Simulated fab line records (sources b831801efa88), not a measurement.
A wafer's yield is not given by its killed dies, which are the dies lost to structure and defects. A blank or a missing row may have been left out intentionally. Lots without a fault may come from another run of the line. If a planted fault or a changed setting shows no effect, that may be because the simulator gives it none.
A lot that was struck, set against a sound lot ; flow sky130 ; 21 out of 708 route steps
Sound: the wafers L867.3, L867.4, L867.5. Wafers struck: L857.2, L857.4, L857.5. The cause is named last.
At each step with rows: each side's tool, then ch and its chambers, then its first start. Under that, the readings that differ: sound wafers ; struck wafers ; difference of the means ; sigmas: that difference in standard deviations of wafers without a fault.
alike: readings whose means differ by less than 2 such deviations, and words and numbers that are the same on both sides. not compared: withheld readings, readings that some wafer has no value for, bounds like >300 that may hide the same value, and numbers for which the record gives no deviation and whose values overlap.
Wherever a step has rows on one side only, a row that says differs or no value, or a row with sigmas, the two part there. Numbers that don't overlap but have no deviation are shown without sigmas and don't part them. A reading that every wafer of one side lacks parts them only if that side has two wafers or more.

first, 6 steps without rows for these wafers: SKY_LDD_N_IMPLANT_10; SKY_LDD_N_IMPLANT_11; SKY_LDD_N_IMPLANT_12; SKY_LDD_N_IMPLANT_13; SKY_LDD_N_IMPLANT_14; SKY_LDD_N_IMPLANT_15.
SKY_LDD_N_STRIP_16: strips in O2/N2.
  sound on plasma asher-04 ch 0,1, day 23 14:23; struck on plasma asher-03 ch 0,1, day 20 21:22
  alike: drypump motor current A, oes product au, strip time to endpoint s
  not compared: rf hours counter h
SKY_LDD_N_TW_MEAS_17:
  sound on film metro-04, day 23 14:28; struck on film metro-04, day 20 21:35
  alike: LDD_N_TW
then, 3 steps without rows for these wafers: SKY_LDD_P_DEHYDRATE_00 (time 60 s); SKY_LDD_P_HMDS_01 (prime time 60 s); SKY_LDD_P_COAT_02 (resist thk 1140 nm).
SKY_LDD_P_SOFTBAKE_03: time 62.37 s.
  sound on litho track-03 ch 0, day 24 05:22; struck on litho track-04 ch 0, day 21 12:45
  alike: plate sensor t centre C, plate sensor t edge C
SKY_LDD_P_EXPOSE_04: exposes mask PSDM, target cd 380 nm.
  sound on iline stepper-02 ch 0, day 24 05:30; struck on iline stepper-01 ch 0, day 21 13:04
reading;sound;struck;difference;sigmas
mask;PSDM#0 PSDM#0 PSDM#0;HVNTM#0 HVNTM#0 HVNTM#0;differs;
then, 2 steps without rows for these wafers: SKY_LDD_P_PEB_05; SKY_LDD_P_DEVELOP_06 (develop time 60 s).
SKY_LDD_P_CD_MEAS_07: the cd target is 380 nm.
  sound on cd sem-01, day 24 20:01; struck on cd sem-01, day 22 03:56
reading;sound;struck;difference;sigmas
cd nm (nm);377.6 377.5 379.1;- - -;no value on the struck wafers;
SKY_LDD_P_OVL_MEAS_08:
  sound on overlay-01, day 24 20:07; struck on overlay-01, day 22 04:02
reading;sound;struck;difference;sigmas
LDD_P_OVL (nm);0.6 1.6 0.7;- - -;no value on the struck wafers;
following that, these wafers have no rows for 1 step: SKY_LDD_P_IMPLANT_09.
SKY_LDD_P_STRIP_10: strips in O2/N2.
  sound on plasma asher-01 ch 0,1, day 24 20:19; struck on plasma asher-04 ch 0,1, day 22 04:13
  alike: drypump motor current A, oes product au, strip time to endpoint s
  not compared: rf hours counter h
SKY_LDD_P_TW_MEAS_11:
  sound on film metro-03, day 24 20:24; struck on film metro-02, day 22 04:33
reading;sound;struck;difference;sigmas
LDD_P_TW;636 635 638;30 30 30;-606;-99 or more
  not compared: hold
SKY_PAD_OPEN_PROBE_99:
  the record has rows for the sound wafers here (prober-02, day 49 15:59) and none for the struck ones

WHERE THEY PART
Last at SKY_PAD_OPEN_PROBE_99 as far as this record goes, first at SKY_LDD_P_EXPOSE_04.

WHY: what had been put in by the simulator
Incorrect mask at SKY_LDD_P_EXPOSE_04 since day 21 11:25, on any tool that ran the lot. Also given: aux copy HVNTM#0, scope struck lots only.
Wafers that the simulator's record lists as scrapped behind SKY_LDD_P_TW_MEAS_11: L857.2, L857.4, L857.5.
